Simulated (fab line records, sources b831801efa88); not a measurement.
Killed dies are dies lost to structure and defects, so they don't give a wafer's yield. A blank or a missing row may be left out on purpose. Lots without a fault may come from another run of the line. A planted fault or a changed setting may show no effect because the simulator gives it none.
Chamber matching | flow gf180mcu | GF_V3_CMP_04 on cmp-01: 4 sister chambers
The step polishes SiO2. 4 wafers are shown with their chamber, then 11 later ones without.

WAFERS WITH THEIR CHAMBER
wafer  | chamber | motor_current_A (A)
L085.4 | 1       | 11.5
L085.6 | 2       | 12.7
L087.2 | 3       | 11.1
L088.2 | 0       | 11.0

WAFERS WITHOUT THEIR CHAMBER
wafer  | motor_current_A (A)
L088.3 | 12.3
L088.6 | 11.8
L092.2 | 12.9
L092.3 | 11.6
L092.5 | 12.2
L095.2 | 12.6
L095.3 | 11.4
L095.4 | 11.3
L097.1 | 11.1
L097.2 | 11.5
L097.4 | 11.4

WHICH CHAMBER EACH WENT THROUGH
wafer  | from the rows above          | in truth
L088.3 | can't be placed: 2 or 1      | 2
L088.6 | can't be placed: 1 or 3      | 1
L092.2 | 2                            | 2
L092.3 | can't be placed: 1 or 3      | 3
L092.5 | can't be placed: 2 or 1      | 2
L095.2 | 2                            | 2
L095.3 | can't be placed: 1 or 3 or 0 | 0
L095.4 | can't be placed: 1 or 3 or 0 | 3
L097.1 | can't be placed: 3 or 0 or 1 | 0
L097.2 | can't be placed: 1 or 3      | 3
L097.4 | can't be placed: 1 or 3 or 0 | 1
Placed correctly: 2 of 11. Can't be placed from these rows: 9 (the true chamber is among the candidates in 9). Placed wrongly: 0.
How it was worked out, from the rows above alone: a wafer's distance from a chamber is the root of the sum, over the readings, of the square of ((its reading less the chamber's mean) divided by the reading's scatter). The wafer belongs to the nearest chamber; if the next one is less than 2 further off, it can't be placed. A chamber's mean is the mean of its shown wafers. The scatter: with one shown wafer a chamber, the root of the mean of the squares of how far each hidden wafer lies from its nearest shown one.
